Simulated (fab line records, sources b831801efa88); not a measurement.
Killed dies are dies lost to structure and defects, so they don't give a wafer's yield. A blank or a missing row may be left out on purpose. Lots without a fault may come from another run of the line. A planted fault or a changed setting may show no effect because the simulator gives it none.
One fault seen from 2 desks | flow gf180mcu | each desk has only its own numbers; what lay behind them comes last

THE TOOL OWNER'S DESK: krf_scanner-02
The tool's own readings at GF_CONTACT_EXPOSE_11 (exposes mask Contact, target cd 220 nm): means of the sampled wafers that have a number, for each lot that ran on this tool. A lot is out of limits, marked OUT, if its mean lies more than 4 standard deviations from the usual mean; the brackets give that distance.
Columns: A = exposure_dose_mJ_cm2 at GF_CONTACT_EXPOSE_11, usual 38.12
lot  | first seen here | A
L110 | day 16 11:22    | 38.10
L116 | day 18 15:55    | 38.19
L117 | day 18 20:23    | 38.09
L124 | day 21 18:02    | 38.12
L127 | day 22 11:30    | 51.15 (+99 or more) OUT
L129 | day 23 04:33    | 48.90 (+99 or more) OUT
This desk's finding: out of limits on L127, L129; first on L127, day 22 11:30 (exposure_dose_mJ_cm2 at GF_CONTACT_EXPOSE_11). In limits: L110, L116, L117, L124.

THE METROLOGY DESK
What the gauges read, lot by lot, whatever tool the lot ran on: means of the sampled wafers that have a number. A lot is out of limits, marked OUT, if its mean lies more than 4 standard deviations from the usual mean; the brackets give that distance.
Columns: A = CONTACT_CVD_02_THK at GF_CONTACT_THK_MEAS_03, usual 860 nm; B = cd_nm at GF_CONTACT_CD_MEAS_14, usual 220.0 nm
lot  | first seen here | A   | B
L108 | day 15 08:50    | 855 | 220.5
L110 | day 16 00:07    | 859 | 219.5
L111 | day 16 07:39    | 856 | 219.9
L112 | day 16 14:26    | 853 | 220.6
L114 | day 17 08:50    | 841 | 220.5
L115 | day 17 17:04    | 869 | 220.9
L116 | day 18 03:17    | 866 | 219.2
L117 | day 18 08:54    | 849 | 218.5
L119 | day 19 09:16    | 855 | 222.2
L124 | day 21 05:44    | 871 | 218.2
L127 | day 21 23:00    | 869 | 265.0 (+32) OUT
L129 | day 22 16:14    | 860 | 260.2 (+29) OUT
L131 | day 23 08:52    | 870 | 221.4
This desk's finding: out of limits on L127, L129; first on L127, day 22 23:05 (cd_nm at GF_CONTACT_CD_MEAS_14). In limits: L108, L110, L111, L112, L114, L115, L116, L117, L119, L124, L131.

PUT TOGETHER
The tool owner's desk could have raised an alarm at day 22 11:30, on L127, L129.
The metrology desk could have raised an alarm at day 22 23:05, on L127, L129.
Of the lots named, all ran GF_CONTACT_EXPOSE_11 on krf_scanner-02.

WHAT THE SIMULATOR HAD PUT IN
Process parameter drift: krf_scanner-02, from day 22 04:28 on, at GF_CONTACT_EXPOSE_11. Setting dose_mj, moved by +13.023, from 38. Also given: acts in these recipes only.
Lots struck among those shown: L127, L129.
Hours from the fault's start to each desk's first reading out of limits: the tool owner's desk, 7; the metrology desk, 19.
